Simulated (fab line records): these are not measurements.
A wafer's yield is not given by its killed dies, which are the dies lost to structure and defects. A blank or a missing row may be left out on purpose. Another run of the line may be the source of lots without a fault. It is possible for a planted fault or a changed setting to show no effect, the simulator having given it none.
The tool behind it: which one? + flow sky130 + 36 wafers from 12 lots sampled at 3 of the route's 708 steps

WHAT THE GAUGES SHOWED, per wafer
SKY_VIA3_OVL_MEAS_13. Usual: for VIA3_OVL the level is -4 nm and the standard deviation is 6.4.
| lot  | measured     | on         | VIA3_OVL (nm) | flag |
|------|--------------|------------|---------------|------|
| L434 | day 39 14:23 | overlay-01 | 5 -1 0        |      |
| L435 | day 39 18:34 | overlay-01 | 4 3 -10       |      |
| L436 | day 39 20:37 | overlay-01 | 4 6 6         |      |
| L437 | day 40 06:58 | overlay-02 | -11 -15 -3    |      |
| L438 | day 40 15:17 | overlay-01 | -13 -7 -10    |      |
| L441 | day 41 19:56 | overlay-01 | -8 0 -8       |      |
| L449 | day 44 11:41 | overlay-01 | 0 1 2         |      |
| L451 | day 44 17:40 | overlay-01 | -3 -4 -7      |      |
| L454 | day 45 02:40 | overlay-02 | -2 -5 -2      |      |
| L455 | day 45 03:38 | overlay-02 | -3 -2 -4      |      |
| L456 | day 45 18:28 | overlay-01 | -7 5 -2       |      |
| L457 | day 46 01:17 | overlay-01 | -12 -5 -8     |      |

SKY_VIA3_THK_MEAS_23: measures by xrf. Usual: for VIA3_W_THK the level is 394 nm and the standard deviation is 5.3.
| lot  | measured     | on            | VIA3_W_THK (nm) | flag |
|------|--------------|---------------|-----------------|------|
| L434 | day 39 15:25 | film-metro-01 | 390 392 390     |      |
| L435 | day 39 19:36 | film-metro-03 | 401 394 398     |      |
| L436 | day 39 21:38 | film-metro-03 | 397 396 402     |      |
| L437 | day 40 08:00 | film-metro-03 | 404 398 397     |      |
| L438 | day 40 16:50 | film-metro-03 | 395 397 395     |      |
| L441 | day 41 20:58 | film-metro-04 | 392 394 391     |      |
| L449 | day 44 12:43 | film-metro-03 | 394 394 390     |      |
| L451 | day 44 18:42 | film-metro-03 | 396 392 392     |      |
| L454 | day 45 03:43 | film-metro-04 | 387 394 397     |      |
| L455 | day 45 04:41 | film-metro-03 | 396 394 392     |      |
| L456 | day 45 19:31 | film-metro-01 | 395 402 393     |      |
| L457 | day 46 02:20 | film-metro-04 | 389 380 395     |      |

WHAT TOOL EACH LOT RAN ON (gives the tool, then ch and the chambers of the sampled wafers, and finally the start)
| lot  | SKY_VIA3_CVD_21               |
|------|-------------------------------|
| L434 | cvd-w-02 ch 0,1, day 39 15:10 |
| L435 | cvd-w-02 ch 0,1, day 39 19:21 |
| L436 | cvd-w-01 ch 0,1, day 39 21:24 |
| L437 | cvd-w-01 ch 0,1, day 40 07:45 |
| L438 | cvd-w-01 ch 0, day 40 16:35   |
| L441 | cvd-w-02 ch 0,1, day 41 20:43 |
| L449 | cvd-w-02 ch 0,1, day 44 12:28 |
| L451 | cvd-w-02 ch 0,1, day 44 18:27 |
| L454 | cvd-w-01 ch 0,1, day 45 03:28 |
| L455 | cvd-w-01 ch 1, day 45 04:25   |
| L456 | cvd-w-01 ch 0,1, day 45 19:16 |
| L457 | cvd-w-02 ch 0,1, day 46 02:07 |
- SKY_VIA3_CVD_21: deposits W, target thk 390 nm, time 117.31 s.

AS READ BY THE TOOLS THEMSELVES (means over the sampled wafers that have a number; for cases with no such wafer, the mark the record gives instead)
SKY_VIA3_CVD_21. Usual: heater-power-w 902 W, standard deviation 53; susceptor-temp-C 400.01 C, standard deviation 0.2.
| lot  | tool     | heater-power-w (W) | susceptor-temp-C (C) | flag |
|------|----------|--------------------|----------------------|------|
| L434 | cvd-w-02 | 849                | 400.01               |      |
| L435 | cvd-w-02 | 859                | 400.11               |      |
| L436 | cvd-w-01 | 919                | 399.98               |      |
| L437 | cvd-w-01 | 937                | 400.03               |      |
| L438 | cvd-w-01 | 953                | 400.07               |      |
| L441 | cvd-w-02 | 859                | 400.25               |      |
| L449 | cvd-w-02 | 900                | 400.17               |      |
| L451 | cvd-w-02 | 896                | 399.82               |      |
| L454 | cvd-w-01 | 940                | 400.07               |      |
| L455 | cvd-w-01 | 894                | 399.86               |      |
| L456 | cvd-w-01 | 901                | 399.82               |      |
| L457 | cvd-w-02 | 912                | 399.91               |      |

THE ANSWER, worked out from the rows above alone
Rule: take the mean of a lot's wafers that have a number; if it is more than 3 standard deviations from the usual mean, the lot is off. Also off: a lot with no number at a reading for which 4 or more lots have one. Any other lot the step has rows for is counted as sound. The gauges are gone through in route order, then the tools' own readings, and for those a lot's mean is taken as printed above. At the first step where some lot is off, the reading lying furthest off is the one used; lots without a number count as furthest.
No lot is off at any reading shown: from this, nothing can be told.

WHAT THE SIMULATOR HAD INSERTED
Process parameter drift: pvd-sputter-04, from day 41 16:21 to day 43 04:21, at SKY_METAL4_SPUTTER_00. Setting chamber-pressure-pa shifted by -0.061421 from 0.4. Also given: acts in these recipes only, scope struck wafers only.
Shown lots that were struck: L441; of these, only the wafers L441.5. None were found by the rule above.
